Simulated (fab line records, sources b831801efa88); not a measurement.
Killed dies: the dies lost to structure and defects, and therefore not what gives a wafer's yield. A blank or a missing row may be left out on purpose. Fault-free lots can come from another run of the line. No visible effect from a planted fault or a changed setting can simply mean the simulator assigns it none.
fab line records -- flow gf180mcu
record lots=11, wafers=33, last_day=34
route steps=602 shown V2@387 V3@443 M4@472 V4@499
lots untouched by any fault: they come from a run of this same line in which no faults occurred
start_h: hours from the record's first day to the start of the lot's first wafer shown -- wait_h: hours elapsed since this lot's preceding step -- " same as the row above -- L1.1+2: a single row standing in for several wafers -- - no value present, or no start provided -- * or withheld: withheld -- < > ~ a bound
route shown NAME@n: a module of which the file shows steps, and the number in the route of the first -- usual: mean/standard deviation of fault-free wafers -- same: alike in all rows -- chamber/n: place in a boat -- sites: per-site readings -- _std_site: how widely they spread, as a standard deviation -- _edge_site: inner sites' mean taken away from outer sites' mean -- radius_mm: how far each site lies from the wafer's centre -- mask NAME#n: copy n -- behind: the tool/chamber that last shaped the wafer -- hold: cause of the lot's hold/its duration in hours/its outcome -- device: names the non-switching transistor (n, p or np) -- end of line: tests run on the same wafers once the route is complete -- step lacking rows: just its recipe -- killed: not the wafer's yield, but the dies lost to structure and defects at the first sort -- map: a wafer's dies, marking killed ones x, the rest . and places with no die _
set.NAME: the run value of the setting; set.NAME@STEP: its run value at that earlier step -- model.NAME: the simulator's own value behind a step, which no gauge read
route steps across a sampled set of lots; one table per step, one row per wafer
services: the hour from which a tool's chamber was out of use, counted from the record's first day as start_h (under 0 if before that day), plus the number of hours and why
## steps
# step GF_V2_BOW_MEAS_05
# recipe mode=bow
# usual V2_BOW=100/8.9
lot.wafer,tool,chamber,start_h,wait_h,V2_BOW[um]
L182.1,film_metro-04,-,438.02,0.2,107
L182.3,film_metro-04,-,438.02,0.2,89
L182.6,film_metro-04,-,438.02,0.2,102
L189.1,film_metro-04,-,503.63,0.1,116
L189.3,film_metro-04,-,503.63,0.1,105
L189.5,film_metro-04,-,503.63,0.1,110
L191.3,film_metro-03,-,518.84,0.3,115
L191.4,film_metro-03,-,518.84,0.3,114
L191.6,film_metro-03,-,518.84,0.3,107
L197.4,film_metro-04,-,581.61,0.2,96
L197.5,film_metro-04,-,581.61,0.2,112
L197.6,film_metro-04,-,581.61,0.2,96
L198.3,film_metro-01,-,584.01,0.2,89
L198.4,film_metro-01,-,584.01,0.2,86
L198.6,film_metro-01,-,584.01,0.2,88
L200.1,film_metro-01,-,598.74,0.1,89
L200.3,film_metro-01,-,598.74,0.1,91
L200.5,film_metro-01,-,598.74,0.1,95
L201.2,film_metro-03,-,612.68,0.1,100
L201.3,film_metro-03,-,612.68,0.1,123
L201.5,film_metro-03,-,612.68,0.1,106
L202.2,film_metro-04,-,614.42,0.2,92
L202.4,film_metro-04,-,614.42,0.2,93
L202.5,film_metro-04,-,614.42,0.2,105
L203.1,film_metro-03,-,621.19,0.2,94
L203.2,film_metro-03,-,621.19,0.2,101
L203.3,film_metro-03,-,621.19,0.2,87
L204.3,film_metro-04,-,625.01,0.2,80
L204.4,film_metro-04,-,625.01,0.2,84
L204.5,film_metro-04,-,625.01,0.2,82
L205.2,film_metro-01,-,635.77,0.2,98
L205.3,film_metro-01,-,635.77,0.2,95
L205.4,film_metro-01,-,635.77,0.2,100
# step GF_V3_CD_MEAS_14
# recipe target_cd_nm=260
# usual cd_nm=259.8/1.2
lot.wafer,tool,chamber,start_h,wait_h,cd_nm
L182.1,cd_sem-02,-,515.12,0.1,260.7
L182.3,cd_sem-02,-,515.12,0.1,258.0
L182.6,cd_sem-02,-,515.12,0.1,261.6
L189.1,cd_sem-01,-,574.53,0.1,262.5
L189.3,cd_sem-01,-,574.53,0.1,261.8
L189.5,cd_sem-01,-,574.53,0.1,262.3
L191.3,cd_sem-01,-,588.06,0.1,261.1
L191.4,cd_sem-01,-,588.06,0.1,259.8
L191.6,cd_sem-01,-,588.06,0.1,259.0
L197.4,cd_sem-02,-,647.09,0.1,259.9
L197.5,cd_sem-02,-,647.09,0.1,260.9
L197.6,cd_sem-02,-,647.09,0.1,260.8
L198.3,cd_sem-02,-,649.06,0.1,259.8
L198.4,cd_sem-02,-,649.06,0.1,260.0
L198.6,cd_sem-02,-,649.06,0.1,259.2
L200.1,cd_sem-02,-,663.31,0.3,259.4
L200.3,cd_sem-02,-,663.31,0.3,259.1
L200.5,cd_sem-02,-,663.31,0.3,259.0
L201.2,cd_sem-02,-,674.26,0.1,257.6
L201.3,cd_sem-02,-,674.26,0.1,257.2
L201.5,cd_sem-02,-,674.26,0.1,258.9
L202.2,cd_sem-01,-,676.84,0.1,260.3
L202.4,cd_sem-01,-,676.84,0.1,260.3
L202.5,cd_sem-01,-,676.84,0.1,260.2
L203.1,cd_sem-01,-,683.42,0.1,260.8
L203.2,cd_sem-01,-,683.42,0.1,262.1
L203.3,cd_sem-01,-,683.42,0.1,260.4
L204.3,cd_sem-01,-,687.27,0.1,258.4
L204.4,cd_sem-01,-,687.27,0.1,257.4
L204.5,cd_sem-01,-,687.27,0.1,258.4
L205.2,cd_sem-01,-,696.14,0.1,258.9
L205.3,cd_sem-01,-,696.14,0.1,260.7
L205.4,cd_sem-01,-,696.14,0.1,259.9
# step GF_M4_METAL_ETCH_16
# recipe chemistry=Cl2/BCl3, mask_material=KrF, target_depth_nm=750.8, stop_on=SiO2, pressure_mtorr=8, icp_w=800, bias_w=140, Cl2_flow_sccm=80, bcl3_flow_sccm=40, time_s=125.1
# usual drypump_motor_current_A=5.7/0.45, oes_product_au=0.990/0.0071, throttle_valve_pct=28.230/0.011
lot.wafer,tool,chamber,start_h,wait_h,drypump_motor_current_A,oes_product_au,rf_hours_counter_h,throttle_valve_pct
L182.1,rie_metal-03,1,539.61,0.0,5.0,0.993,9,28.209
L182.3,rie_metal-03,0,539.61,0.0,6.0,0.981,-,28.242
L182.6,rie_metal-03,0,539.61,0.0,6.0,0.991,-,28.217
L189.1,rie_metal-02,1,598.44,0.0,5.6,0.997,6,28.221
L189.3,rie_metal-02,1,598.44,0.0,5.6,0.993,-,28.248
L189.5,rie_metal-02,1,598.44,0.0,5.6,0.995,-,28.237
L191.3,rie_metal-03,0,610.80,0.1,6.0,0.990,-,28.238
L191.4,rie_metal-03,1,610.80,0.1,5.0,0.999,-,28.221
L191.6,rie_metal-03,0,610.80,0.1,6.0,0.986,-,28.238
L197.4,rie_metal-03,0,668.48,0.1,6.0,0.986,-,28.243
L197.5,rie_metal-03,1,668.48,0.1,5.0,0.993,-,28.214
L197.6,rie_metal-03,0,668.48,0.1,6.0,0.988,-,28.220
L198.3,rie_metal-03,1,670.89,0.1,5.0,0.998,-,28.216
L198.4,rie_metal-03,0,670.89,0.1,6.0,0.998,-,28.231
L198.6,rie_metal-03,0,670.89,0.1,5.9,0.984,-,28.220
L200.1,rie_metal-02,0,684.11,0.0,6.5,0.999,8,28.231
L200.3,rie_metal-02,0,684.11,0.0,6.5,0.990,-,28.226
L200.5,rie_metal-02,0,684.11,0.0,6.5,0.994,-,28.219
L201.2,rie_metal-03,0,694.68,0.1,6.0,0.997,-,28.239
L201.3,rie_metal-03,0,694.68,0.1,6.0,0.987,-,28.236
L201.5,rie_metal-03,0,694.68,0.1,6.0,0.982,-,28.221
L202.2,rie_metal-02,1,697.10,0.0,5.6,0.981,9,28.228
L202.4,rie_metal-02,0,697.10,0.0,6.5,0.993,-,28.229
L202.5,rie_metal-02,0,697.10,0.0,6.5,1.003,-,28.232
L203.1,rie_metal-04,0,703.08,0.0,5.4,0.993,5,28.216
L203.2,rie_metal-04,0,703.08,0.0,5.4,1.003,-,28.237
L203.3,rie_metal-04,0,703.08,0.0,5.4,1.005,-,28.229
L204.3,rie_metal-02,1,707.35,0.1,5.6,0.993,-,28.210
L204.4,rie_metal-02,0,707.35,0.1,6.5,0.997,-,28.220
L204.5,rie_metal-02,0,707.35,0.1,6.5,0.998,-,28.234
L205.2,rie_metal-03,1,715.17,0.0,5.0,0.998,0,28.222
L205.3,rie_metal-03,0,715.17,0.0,5.9,0.987,-,28.228
L205.4,rie_metal-03,1,715.17,0.0,5.0,0.980,-,28.232
# step GF_V4_CVD_23
# recipe material=W, target_thk_nm=350, time_s=104.9, temp_c=400, pressure_torr=40
# usual chamber_pressure_Torr=39.99/0.086, heater_power_w=794/50, susceptor_temp_C=400.07/0.24
lot.wafer,tool,chamber,start_h,wait_h,chamber_pressure_Torr,heater_power_w,susceptor_temp_C
L182.1,cvd_w-01,0,564.18,0.0,40.14,744,400.16
L182.3,cvd_w-01,0,564.18,0.0,39.99,780,399.99
L182.6,cvd_w-01,0,564.18,0.0,39.99,745,399.99
L189.1,cvd_w-01,1,621.07,0.0,60.39,875,399.95
L189.3,cvd_w-01,1,621.07,0.0,60.44,880,399.87
L189.5,cvd_w-01,0,621.07,0.0,60.32,752,399.85
L191.3,cvd_w-01,0,633.21,0.1,60.40,754,400.03
L191.4,cvd_w-01,1,633.21,0.1,60.32,864,399.93
L191.6,cvd_w-01,1,633.21,0.1,60.35,868,400.38
L197.4,cvd_w-02,1,690.50,0.1,40.01,775,399.82
L197.5,cvd_w-02,1,690.50,0.1,40.00,796,399.68
L197.6,cvd_w-02,0,690.50,0.1,39.98,738,399.90
L198.3,cvd_w-02,1,692.47,0.1,39.94,781,400.41
L198.4,cvd_w-02,0,692.47,0.1,39.99,754,400.29
L198.6,cvd_w-02,1,692.47,0.1,40.13,784,400.28
L200.1,cvd_w-01,1,705.06,0.0,39.95,885,400.35
L200.3,cvd_w-01,1,705.06,0.0,39.93,873,400.24
L200.5,cvd_w-01,1,705.06,0.0,39.97,876,400.15
L201.2,cvd_w-01,0,715.38,0.0,39.96,777,399.99
L201.3,cvd_w-01,0,715.38,0.0,39.86,768,400.18
L201.5,cvd_w-01,0,715.38,0.0,39.95,773,400.14
L202.2,cvd_w-01,1,716.91,0.0,39.89,871,400.28
L202.4,cvd_w-01,1,716.91,0.0,39.95,865,400.45
L202.5,cvd_w-01,1,716.91,0.0,39.90,863,400.36
L203.1,cvd_w-02,1,724.71,0.0,39.92,792,400.58
L203.2,cvd_w-02,0,724.71,0.0,39.96,761,400.22
L203.3,cvd_w-02,0,724.71,0.0,39.99,755,399.79
L204.3,cvd_w-01,1,727.80,0.1,40.14,866,399.83
L204.4,cvd_w-01,0,727.80,0.1,39.89,747,400.00
L204.5,cvd_w-01,1,727.80,0.1,39.94,868,399.85
L205.2,cvd_w-01,0,734.86,0.0,40.04,754,399.94
L205.3,cvd_w-01,0,734.86,0.0,40.20,781,400.03
L205.4,cvd_w-01,1,734.86,0.0,40.04,873,400.09
# step GF_V4_RS_MEAS_24
# recipe thk_meas_gauge=four-point-probe, reads=W_of_V4_CVD_23+TiN_of_V4_SPUTTER_22+Ti_of_V4_SPUTTER_21
# usual V4_W_RS=0.326/0.004
lot.wafer,tool,chamber,start_h,wait_h,V4_W_RS[ohm/sq]
L182.1,film_metro-01,-,564.29,0.1,0.326
L182.3,film_metro-01,-,564.29,0.1,0.326
L182.6,film_metro-01,-,564.29,0.1,0.329
L189.1,film_metro-01,-,621.18,0.1,0.265
L189.3,film_metro-01,-,621.18,0.1,0.268
L189.5,film_metro-01,-,621.18,0.1,0.268
L191.3,film_metro-03,-,633.32,0.1,0.268
L191.4,film_metro-03,-,633.32,0.1,0.267
L191.6,film_metro-03,-,633.32,0.1,0.266
L197.4,film_metro-03,-,690.63,0.1,0.325
L197.5,film_metro-03,-,690.63,0.1,0.323
L197.6,film_metro-03,-,690.63,0.1,0.325
L198.3,film_metro-01,-,692.59,0.1,0.324
L198.4,film_metro-01,-,692.59,0.1,0.322
L198.6,film_metro-01,-,692.59,0.1,0.324
L200.1,film_metro-04,-,705.17,0.1,0.326
L200.3,film_metro-04,-,705.17,0.1,0.325
L200.5,film_metro-04,-,705.17,0.1,0.324
L201.2,film_metro-01,-,715.52,0.1,0.330
L201.3,film_metro-01,-,715.52,0.1,0.331
L201.5,film_metro-01,-,715.52,0.1,0.330
L202.2,film_metro-04,-,717.04,0.1,0.340
L202.4,film_metro-04,-,717.04,0.1,0.334
L202.5,film_metro-04,-,717.04,0.1,0.341
L203.1,film_metro-03,-,724.82,0.1,0.328
L203.2,film_metro-03,-,724.82,0.1,0.331
L203.3,film_metro-03,-,724.82,0.1,0.330
L204.3,film_metro-04,-,727.95,0.1,0.326
L204.4,film_metro-04,-,727.95,0.1,0.328
L204.5,film_metro-04,-,727.95,0.1,0.329
L205.2,film_metro-03,-,734.99,0.1,0.331
L205.3,film_metro-03,-,734.99,0.1,0.330
L205.4,film_metro-03,-,734.99,0.1,0.327
# step GF_V4_THK_MEAS_25
# recipe thk_meas_gauge=xrf, reads=W_of_V4_CVD_23
# usual V4_W_THK=351/6.9
lot.wafer,tool,chamber,start_h,wait_h,V4_W_THK[nm]
L182.1,film_metro-01,-,564.41,0.1,359
L182.3,film_metro-01,-,564.41,0.1,357
L182.6,film_metro-01,-,564.41,0.1,356
L189.1,film_metro-01,-,621.30,0.1,439
L189.3,film_metro-01,-,621.30,0.1,435
L189.5,film_metro-01,-,621.30,0.1,434
L191.3,film_metro-03,-,633.42,0.1,412
L191.4,film_metro-03,-,633.42,0.1,415
L191.6,film_metro-03,-,633.42,0.1,415
L197.4,film_metro-03,-,690.72,0.1,344
L197.5,film_metro-03,-,690.72,0.1,348
L197.6,film_metro-03,-,690.72,0.1,347
L198.3,film_metro-01,-,692.69,0.1,355
L198.4,film_metro-01,-,692.69,0.1,358
L198.6,film_metro-01,-,692.69,0.1,357
L200.1,film_metro-04,-,705.29,0.1,354
L200.3,film_metro-04,-,705.29,0.1,353
L200.5,film_metro-04,-,705.29,0.1,356
L201.2,film_metro-01,-,715.63,0.1,352
L201.3,film_metro-01,-,715.63,0.1,352
L201.5,film_metro-01,-,715.63,0.1,351
L202.2,film_metro-04,-,717.15,0.1,339
L202.4,film_metro-04,-,717.15,0.1,345
L202.5,film_metro-04,-,717.15,0.1,337
L203.1,film_metro-03,-,724.94,0.1,345
L203.2,film_metro-03,-,724.94,0.1,340
L203.3,film_metro-03,-,724.94,0.1,343
L204.3,film_metro-04,-,728.05,0.1,353
L204.4,film_metro-04,-,728.05,0.1,351
L204.5,film_metro-04,-,728.05,0.1,349
L205.2,film_metro-03,-,735.10,0.1,342
L205.3,film_metro-03,-,735.10,0.1,344
L205.4,film_metro-03,-,735.10,0.1,346
# step GF_V4_CMP_26
# recipe stop_on=SiO2, down_force_psi=3.5, platen_rpm=60, t_overpolish_s=15, target_thk_nm=0, pad_velocity_m_s=0.94248
# usual motor_current_A=11.2/1.5, platen_rpm=60.00/0.036, time_to_endpoint_s=83/3.3
lot.wafer,tool,chamber,start_h,wait_h,motor_current_A,platen_rpm,time_to_endpoint_s
L182.1,cmp-02,0,564.47,0.1,11.2,59.97,88
L182.3,cmp-02,2,564.47,0.1,10.6,60.08,84
L182.6,cmp-02,1,564.47,0.1,10.7,60.01,88
L189.3,cmp-02,2,621.36,0.0,11.5,59.98,103
L189.1,cmp-02,3,621.36,0.0,15.1,59.98,101
L189.5,cmp-02,3,621.36,0.0,14.7,60.03,99
L191.3,cmp-02,1,633.56,0.1,10.8,59.98,112
L191.4,cmp-02,2,633.56,0.1,10.5,59.98,106
L191.6,cmp-02,0,633.56,0.1,10.9,59.94,111
L197.4,cmp-01,0,690.75,0.0,10.4,59.95,86
L197.5,cmp-01,0,690.75,0.0,10.4,60.01,87
L197.6,cmp-01,1,690.75,0.0,11.3,60.11,86
L198.3,cmp-01,1,692.83,0.1,11.5,59.99,84
L198.4,cmp-01,2,692.83,0.1,10.7,60.06,88
L198.6,cmp-01,0,692.83,0.1,10.0,60.00,85
L200.1,cmp-01,2,706.50,1.2,10.4,60.02,85
L200.3,cmp-01,0,706.50,1.2,10.3,60.01,84
L200.5,cmp-01,1,706.50,1.2,11.5,59.98,81
L201.3,cmp-01,0,715.68,0.0,10.2,60.02,82
L201.2,cmp-01,1,715.68,0.0,12.1,60.03,78
L201.5,cmp-01,1,715.68,0.0,11.1,60.05,81
L202.2,cmp-02,2,717.25,0.1,10.7,60.00,78
L202.4,cmp-02,3,717.25,0.1,15.3,60.04,79
L202.5,cmp-02,1,717.25,0.1,10.9,60.02,82
L203.3,cmp-01,0,725.00,0.0,10.5,60.01,79
L203.1,cmp-01,2,725.00,0.0,9.9,60.08,83
L203.2,cmp-01,3,725.00,0.0,9.5,59.96,77
L204.4,cmp-02,2,728.14,0.1,11.2,60.04,81
L204.3,cmp-02,3,728.14,0.1,15.1,60.01,84
L204.5,cmp-02,2,728.14,0.1,10.8,60.06,82
L205.2,cmp-01,0,735.15,0.0,10.6,59.98,83
L205.4,cmp-01,1,735.15,0.0,11.2,60.03,80
L205.3,cmp-01,3,735.15,0.0,9.5,60.01,80
## services
tool,chamber,start_h,hours,kind
cvd_w-01,0,569.57,4.3,repair
cmp-02,-,570.47,2.0,repair
cmp-01,-,572.00,4.0,pm
cmp-01,-,576.00,-,consumable_replace:conditioner
cmp-01,-,576.00,-,consumable_replace:pad
rie_metal-04,1,579.71,3.9,repair
cvd_w-02,1,594.60,13.0,repair
cmp-02,-,615.09,1.5,repair
cmp-01,-,615.68,1.2,repair
cmp-01,-,630.79,5.5,repair
cmp-02,-,644.14,0.5,repair
rie_metal-04,-,652.96,4.3,pm
cvd_w-01,-,653.34,14.6,pm
cmp-02,-,663.74,3.4,pm
cvd_w-01,-,667.94,2.8,pm
cmp-01,-,681.98,5.4,pm
rie_metal-03,1,693.31,-,clean
rie_metal-03,1,693.31,17.6,scheduled_down
rie_metal-03,1,693.31,17.6,vent_cycle
cmp-02,-,701.18,7.0,pm
rie_metal-04,0,707.31,22.6,repair
cvd_w-02,1,720.01,1.3,repair
rie_metal-03,0,725.34,-,clean
rie_metal-04,-,734.07,14.6,pm
## key
first_sign step=GF_V4_CVD_23, reading=chamber_pressure_Torr, direction=up, sigmas=99+, usual=39.99, struck=60.37
effect step=GF_V4_RS_MEAS_24, reading=V4_W_RS, direction=down, sigmas=15, usual=0.326, struck=0.267
effect step=GF_V4_THK_MEAS_25, reading=V4_W_THK, direction=up, sigmas=11, usual=351, struck=425
effect step=GF_V4_CMP_26, reading=time_to_endpoint_s, direction=up, sigmas=6.8, usual=*, struck=*
met_at GF_V4_CVD_23
struck_lots L189,L191
not_acting_at GF_V2_BOW_MEAS_05,GF_V3_CD_MEAS_14,GF_M4_METAL_ETCH_16
onset_between 564.18 621.07
fault kind=process_parameter_drift, tool=cvd_w-01, chamber=-, onset_h=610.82, steps=GF_V4_CVD_23, channel=pressure_torr, offset=20.412, shape=step, end_h=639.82, acts_in=these_recipes_only, stated=40
